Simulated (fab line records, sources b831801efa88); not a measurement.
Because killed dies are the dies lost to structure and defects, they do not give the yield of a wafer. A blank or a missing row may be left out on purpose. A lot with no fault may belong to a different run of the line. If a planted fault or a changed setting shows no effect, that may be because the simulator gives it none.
The same fault as seen by 2 desks + flow sfq line + only its own numbers are on each desk; what lay behind them is given at the end

AT THE TOOL OWNER'S DESK: rie diel-03
The tool's own readings at SFQ_TRILAYER_I6_VIA_BARC_OPEN_VIA_ETCH_235 (etches BARC in O2, target depth 125 nm, time 41.7 s): means of the sampled wafers that have a number, for each lot that ran on this tool. Marked OUT: a lot whose mean sits more than 4 standard deviations from the usual mean, which makes it out of limits; the brackets give that distance.
Columns: A = drypump motor current A at SFQ_TRILAYER_I6_VIA_BARC_OPEN_VIA_ETCH_235, usual 5.7 A; B = oes product au at SFQ_TRILAYER_I6_VIA_BARC_OPEN_VIA_ETCH_235, usual 0.685 a.u.; C = rf fwd power W at SFQ_TRILAYER_I6_VIA_BARC_OPEN_VIA_ETCH_235, usual 494.9 W
| lot  | first seen here | A   | B     | C               |
|------|-----------------|-----|-------|-----------------|
| L539 | day 81 03:48    | 6.1 | 0.686 | 574.1 (+36) OUT |
| L540 | day 81 07:32    | 5.9 | 0.687 | 574.6 (+36) OUT |
| L547 | day 84 06:35    | 5.6 | 0.686 | 493.3           |
This desk's finding: out of limits on L539, L540; first on L539, day 81 03:48 (rf fwd power W at SFQ_TRILAYER_I6_VIA_BARC_OPEN_VIA_ETCH_235). Within limits: L547.

AT THE METROLOGY DESK
What the gauges read for every lot (on any tool): the sampled wafers with a number, averaged. Marked OUT: a lot whose mean sits more than 4 standard deviations from the usual mean, which makes it out of limits; the brackets give that distance.
Columns: A = I6_BOW at SFQ_I6_BOW_MEAS_941, usual 6 um; B = I6_OVL at SFQ_I6_OVL_MEAS_942, usual -2 nm
| lot  | first seen here | A  | B  |
|------|-----------------|----|----|
| L536 | day 76 20:01    | 15 | -1 |
| L539 | day 77 06:02    | 17 | -9 |
| L540 | day 77 09:02    | -4 | -8 |
| L547 | day 80 00:40    | 18 | 3  |
| L548 | day 81 06:21    | 9  | -2 |
| L549 | day 81 17:41    | 4  | 8  |
Result from this desk: across the 6 lots, nothing is out of limits.

BROUGHT TOGETHER
At day 81 03:48, on L539, L540, the tool owner's desk was in a position to raise an alarm.
At the metrology desk, nothing out of limits was observed.
The metrology desk holds a record of L539, L540, inside its limits.
Of the lots named, all ran SFQ_TRILAYER_I6_VIA_BARC_OPEN_VIA_ETCH_235 on rie diel-03.

WHAT THE SIMULATOR PUT IN
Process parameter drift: rie diel-03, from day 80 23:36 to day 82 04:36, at SFQ_TRILAYER_I6_VIA_BARC_OPEN_VIA_ETCH_235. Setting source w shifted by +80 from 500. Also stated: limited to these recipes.
Struck lots among those shown: L539, L540.
Delay in hours, fault start to first out-of-limits reading, by desk: the tool owner's desk at 4.
